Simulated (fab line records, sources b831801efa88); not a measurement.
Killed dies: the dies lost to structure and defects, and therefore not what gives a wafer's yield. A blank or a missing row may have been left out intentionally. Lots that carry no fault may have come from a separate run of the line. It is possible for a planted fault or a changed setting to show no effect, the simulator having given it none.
Which tool was responsible?	flow sky130	Sampling: 12 lots, 36 wafers, 5 of 708 route steps

== WHAT THE GAUGES SHOWED, per wafer ==
SKY_DNWELL_TW_MEAS_09. Usual: for DNWELL_TW the level is 1106 and the standard deviation is 10.
lot	measured	on	DNWELL_TW	flag
L186	day 3 13:53	film_metro-02	1092 1093 1089	
L187	day 3 19:34	film_metro-01	1110 1104 1112	
L188	day 4 00:31	film_metro-02	1098 1090 1092	
L190	day 4 10:22	film_metro-03	1118 1113 1114	
L192	day 4 18:31	film_metro-01	1108 1118 1112	
L193	day 5 00:44	film_metro-01	1100 1099 1099	
L194	day 5 07:30	film_metro-03	1115 1105 1108	
L197	day 6 03:24	film_metro-03	1124 1109 1121	
L199	day 6 11:07	film_metro-02	1087 1088 1089	
L201	day 6 22:58	film_metro-01	1112 1118 1114	
L207	day 8 03:56	film_metro-02	1097 1102 1099	
L208	day 8 09:13	film_metro-01	1116 1123 1119	

SKY_VT_ADJUST_HVTR_OVL_MEAS_08. Usual: for VT_ADJUST_HVTR_OVL the level is -1.3 nm and the standard deviation is 1.5.
lot	measured	on	VT_ADJUST_HVTR_OVL (nm)	flag
L186	day 9 21:14	overlay-01	-3.2 -2.9 -4.5	
L187	day 10 05:17	overlay-01	-1.5 -1.4 -1.3	
L188	day 10 12:34	overlay-02	-3.4 -1.4 -0.5	
L190	day 11 01:13	overlay-02	-0.6 1.1 -0.3	
L192	day 11 11:37	overlay-01	-1.8 -2.8 -2.0	
L193	day 11 21:20	overlay-01	-1.9 -1.3 -0.5	
L194	day 12 04:51	overlay-01	0.1 -0.9 0.5	
L197	day 13 09:32	overlay-02	-1.1 -2.2 -0.5	
L199	day 13 20:46	overlay-02	-2.9 -0.9 -1.7	
L201	day 14 15:37	overlay-01	-0.9 -0.8 -0.4	
L207	day 16 06:42	overlay-01	-1.2 -1.7 -2.4	
L208	day 16 11:29	overlay-01	-1.2 -2.4 -2.3	

SKY_GATE_OXIDE_THK_MEAS_02. Usual: for GATE_OXIDE_OXIDATION_00_THK the level is 10.15 nm and the standard deviation is 0.18.
lot	measured	on	GATE_OXIDE_OXIDATION_00_THK (nm)	flag
L186	day 13 02:59	film_metro-02	10.01 10.25 10.06	
L187	day 13 17:06	film_metro-03	10.00 10.05 10.03	
L188	day 13 22:29	film_metro-03	10.04 10.06 10.21	
L190	day 14 13:32	film_metro-02	9.97 9.75 9.77	
L192	day 15 00:29	film_metro-03	10.37 10.26 10.31	
L193	day 15 10:27	film_metro-02	10.03 9.85 10.11	
L194	day 15 18:36	film_metro-02	10.14 9.99 9.97	
L197	day 17 04:12	film_metro-03	12.38 12.46 12.45	OFF
L199	day 17 15:20	film_metro-02	12.23 12.22 12.10	OFF
L201	day 18 15:44	film_metro-03	10.07 10.02 9.93	
L207	day 20 08:35	film_metro-03	10.13 10.11 10.20	
L208	day 20 14:23	film_metro-01	10.13 10.07 10.17	

== WHICH TOOL RAN EACH LOT (tool, then ch and the chambers of the sampled wafers, then the start) ==
lot	SKY_FIELD_ISO_STRIP_16	SKY_GATE_OXIDE_OXIDATION_01
L186	plasma_asher-04 ch 0,1, day 2 11:04	furnace-02 ch 0, day 13 01:34
L187	plasma_asher-01 ch 0,1, day 2 16:05	furnace-02 ch 0, day 13 15:41
L188	plasma_asher-02 ch 0,1, day 2 20:53	furnace-01 ch 0, day 13 21:05
L190	plasma_asher-04 ch 0,1, day 3 07:19	furnace-02 ch 0, day 14 12:07
L192	plasma_asher-01 ch 0,1, day 3 17:38	furnace-01 ch 0, day 14 23:02
L193	plasma_asher-02 ch 0,1, day 3 23:19	furnace-02 ch 0, day 15 09:02
L194	plasma_asher-02 ch 0,1, day 4 03:05	furnace-02 ch 0, day 15 17:11
L197	plasma_asher-01 ch 0,1, day 5 00:05	furnace-02 ch 0, day 17 02:46
L199	plasma_asher-02 ch 0,1, day 5 06:14	furnace-02 ch 0, day 17 13:56
L201	plasma_asher-01 ch 0,1, day 5 18:43	furnace-01 ch 0, day 18 14:20
L207	plasma_asher-01 ch 0,1, day 6 23:58	furnace-01 ch 0, day 20 07:10
L208	plasma_asher-04 ch 0,1, day 7 04:23	furnace-01 ch 0, day 20 12:59
- SKY_FIELD_ISO_STRIP_16: strips in O2/N2.
- SKY_GATE_OXIDE_OXIDATION_01: stabilise 600 s, purge 300 s, target thk 10.268 nm.

== WHAT THE TOOLS THEMSELVES READ (means of the sampled wafers that have a number; where no wafer has one, the mark that the record gives instead) ==
SKY_FIELD_ISO_STRIP_16. Usual: drypump_motor_current_A 5.5 A, standard deviation 0.32; oes_product_au 0.380 a.u., standard deviation 0.0045; strip_time_to_endpoint_s 3.59 s, standard deviation 0.033.
lot	tool	drypump_motor_current_A (A)	oes_product_au (a.u.)	strip_time_to_endpoint_s (s)	flag
L186	plasma_asher-04	5.3	0.377	3.54	
L187	plasma_asher-01	5.6	0.380	3.60	
L188	plasma_asher-02	5.5	0.382	3.57	
L190	plasma_asher-04	5.3	0.376	3.60	
L192	plasma_asher-01	5.7	0.378	3.60	
L193	plasma_asher-02	5.4	0.376	3.60	
L194	plasma_asher-02	5.3	0.384	3.63	
L197	plasma_asher-01	5.7	0.378	3.56	
L199	plasma_asher-02	5.4	0.380	3.60	
L201	plasma_asher-01	5.6	0.378	3.54	
L207	plasma_asher-01	5.7	0.381	3.58	
L208	plasma_asher-04	5.7	0.388	3.61	

SKY_GATE_OXIDE_OXIDATION_01. Usual: spike_tc_centre_C 901.2 C, standard deviation 1.2; tube_center_temp_C 900.01 C, standard deviation 0.075; zone_power_bottom_pct 26 %, standard deviation 3.5.
lot	tool	spike_tc_centre_C (C)	tube_center_temp_C (C)	zone_power_bottom_pct (%)	flag
L186	furnace-02	899.2	900.08	29	
L187	furnace-02	900.9	899.94	29	
L188	furnace-01	901.2	900.02	22	
L190	furnace-02	900.9	899.97	29	
L192	furnace-01	901.8	899.89	22	
L193	furnace-02	900.9	900.00	29	
L194	furnace-02	900.8	900.02	29	
L197	furnace-02	900.6	900.03	29	
L199	furnace-02	900.5	899.99	29	
L201	furnace-01	902.2	900.02	22	
L207	furnace-01	900.9	899.99	22	
L208	furnace-01	901.8	899.94	22	

== THE ANSWER, worked out from the rows above alone ==
Rule: lot off if the mean of its wafers having a number is beyond 3 standard deviations from the usual mean. A lot without any number at a reading at which 4 lots or more have one is off too. All remaining lots with rows at the step are treated as sound. The gauges are gone through in route order, then the tools' own readings, and for those a lot's mean is taken as printed above. At the first step where some lot is off, the reading lying furthest off is the one used; lots without a number count as furthest.
Off: L197, L199, at SKY_GATE_OXIDE_THK_MEAS_02 (GATE_OXIDE_OXIDATION_00_THK).
If a tool, at a process step before that reading, ran all the lots that are off and no sound lot after the first of them, it fits. The gauges at SKY_GATE_OXIDE_THK_MEAS_02 are tried like those tools. One fits: SKY_GATE_OXIDE_OXIDATION_01 on furnace-02. Its last sound lot is L194 (day 15 17:11), its first lot that is off L197 (day 17 02:46): a fault that began between those two fits.

== WHAT THE SIMULATOR HAD INSERTED ==
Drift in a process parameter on furnace-02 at SKY_GATE_OXIDE_OXIDATION_01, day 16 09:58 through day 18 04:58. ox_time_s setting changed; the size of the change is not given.
Shown lots that were struck: L197, L199. The rule above found the same.
